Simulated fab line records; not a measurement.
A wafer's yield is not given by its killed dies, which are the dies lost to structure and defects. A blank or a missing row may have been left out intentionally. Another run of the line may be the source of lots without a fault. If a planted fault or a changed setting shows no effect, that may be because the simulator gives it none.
Which tool was responsible?	flow gf180mcu	at 1 step of a route of 602, 12 lots with 36 wafers sampled

WHAT THE GAUGES SHOWED, per wafer
GF_M1_THK_MEAS_06: measures by xrf.
lot	measured	on	M1_ALCU_THK (nm)
L075	day 16 13:01	film_metro-01	464 449 460
L077	day 17 01:58	film_metro-02	453 456 453
L079	day 18 03:26	film_metro-01	453 455 452
L081	day 18 14:02	film_metro-04	459 457 457
L083	day 19 11:36	film_metro-04	455 458 454
L085	day 20 07:55	film_metro-04	459 457 457
L087	day 21 05:32	film_metro-02	467 463 462
L089	day 21 20:37	film_metro-01	453 451 448
L091	day 22 13:05	film_metro-04	453 456 454
L093	day 23 05:53	film_metro-04	462 459 463
L095	day 23 21:13	film_metro-02	459 456 454
L097	day 24 07:17	film_metro-02	468 467 464

TOOL THAT RAN EACH LOT (tool first, then ch and the chambers of the sampled wafers, then the start)
Record: no process step prior to these readings.

THE ANSWER, worked out from the rows above alone
Rule: usual is defined by the lots themselves. Put in order of their means at a reading, lots are off if they are a third of the lots or fewer, leave a main group of 4 or more, and stand apart from it by a gap of 3 or more times the standard deviation of the main group's means; of several such gaps the widest counts. A main group is skipped when, at the precision printed for the reading in the tables above, its means are all equal. Also off: a lot with no number at a reading for which 4 or more lots have one. Any other lot the step has rows for is counted as sound.
None of the lots is off at any reading shown; this tells nothing.

WHAT THE SIMULATOR HAD INSERTED
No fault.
